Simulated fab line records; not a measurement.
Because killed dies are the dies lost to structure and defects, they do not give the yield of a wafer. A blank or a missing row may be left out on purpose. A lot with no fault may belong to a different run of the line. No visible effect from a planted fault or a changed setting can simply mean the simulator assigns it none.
Problem report, 8D (eight disciplines) form, completed by code	flow sky130	the parts of the form that need people (team, actions taken, sign-off) are left out

## 1. THE PROBLEM
SONOS_TUNNEL_TW at SKY_SONOS_TUNNEL_TW_MEAS_12 reads a mean of 188.2 on 3 wafers of 1 lot; wafers without a fault read 197.5 with a standard deviation of 1.4. That puts it -6.6 standard deviations away from the usual mean.
First seen on wafer L522.2, day 15 14:21, on film metro-02. The record holds 39 wafers of 13 lots with a number at this step. Rule for "out", or "out of limits": more than 4 standard deviations from the usual mean. Any other wafer with a number is counted as sound.

## 2. WHAT IT IS AND WHAT IT IS NOT
question	is	is not
which readings at this step	SONOS_TUNNEL_TW	-
which lots	L522	L511, L512, L513, L514, L516, L517, L518, L519, L526, L529, L530, L532
which wafers of those lots	all that have a number	-
read on which gauges	film metro-02	film metro-03, film metro-04
when	from day 15 14:21	up to then (24 sound wafers); but 12 sound wafers of L526, L529, L530, L532 came after

## 3. THE SUSPECTS, EACH WITH WHAT RULES IT OUT
Counting: a tool stays on the suspect list if, at a process step up to the reading, it processed all lots that are out and no sound lot following the first of them.
- the gauge at SKY_SONOS_TUNNEL_TW_MEAS_12: kept. All the wafers that are out were read on film metro-02, and no step on other tools shows them out.
- plasma asher-04 at SKY_VT_ADJUST_PCH_STRIP_09 (strips in O2/N2): ruled out as a lasting fault. Sound lots L529, L530 ran on it after its first lot that is out, L522 (day 14 10:54).
- implanter-03 at SKY_SONOS_TUNNEL_IMPLANT_09: kept. It ran the lot that is out, L522 (day 15 13:58), and no sound lot after that; its last sound lot up to then is L519 (day 14 12:14).
Left after counting: implanter-03 at SKY_SONOS_TUNNEL_IMPLANT_09, film metro-02 at SKY_SONOS_TUNNEL_TW_MEAS_12.

## 4. THE CAUSE (what the simulator had put in)
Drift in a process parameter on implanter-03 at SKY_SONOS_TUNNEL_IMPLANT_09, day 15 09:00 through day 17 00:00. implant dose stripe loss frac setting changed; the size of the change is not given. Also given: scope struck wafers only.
Counting leaves 2 suspects; this tool is one of them.

## 5. THE CHAIN OF EFFECTS, in route order
Rows list readings where the struck wafers' mean (over those with a number) sits beyond 3 standard deviations from the usual. Only readings whose record carries a usual standard deviation are examined. hours: median over the lots of the time between each lot's start at the first step of this table that gives one and its start at this step. sigmas: the change, counted in usual standard deviations.
hours	step	reading	usual	on struck wafers	change	sigmas
0	SKY_SONOS_TUNNEL_TW_MEAS_12	SONOS_TUNNEL_TW	197.5	188.2	-9.3	-6.6

## 6. WHAT WOULD HAVE CAUGHT IT SOONER
Counted from the fault's start at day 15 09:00, it took 5 hours until the first out-of-limits reading at a measuring or inspecting step in this record, taken at day 15 14:21.
By day 15 14:21, every lot that is out (1) had started SKY_SONOS_TUNNEL_IMPLANT_09 on implanter-03. Tool hold at that time: it would have spared none of them.
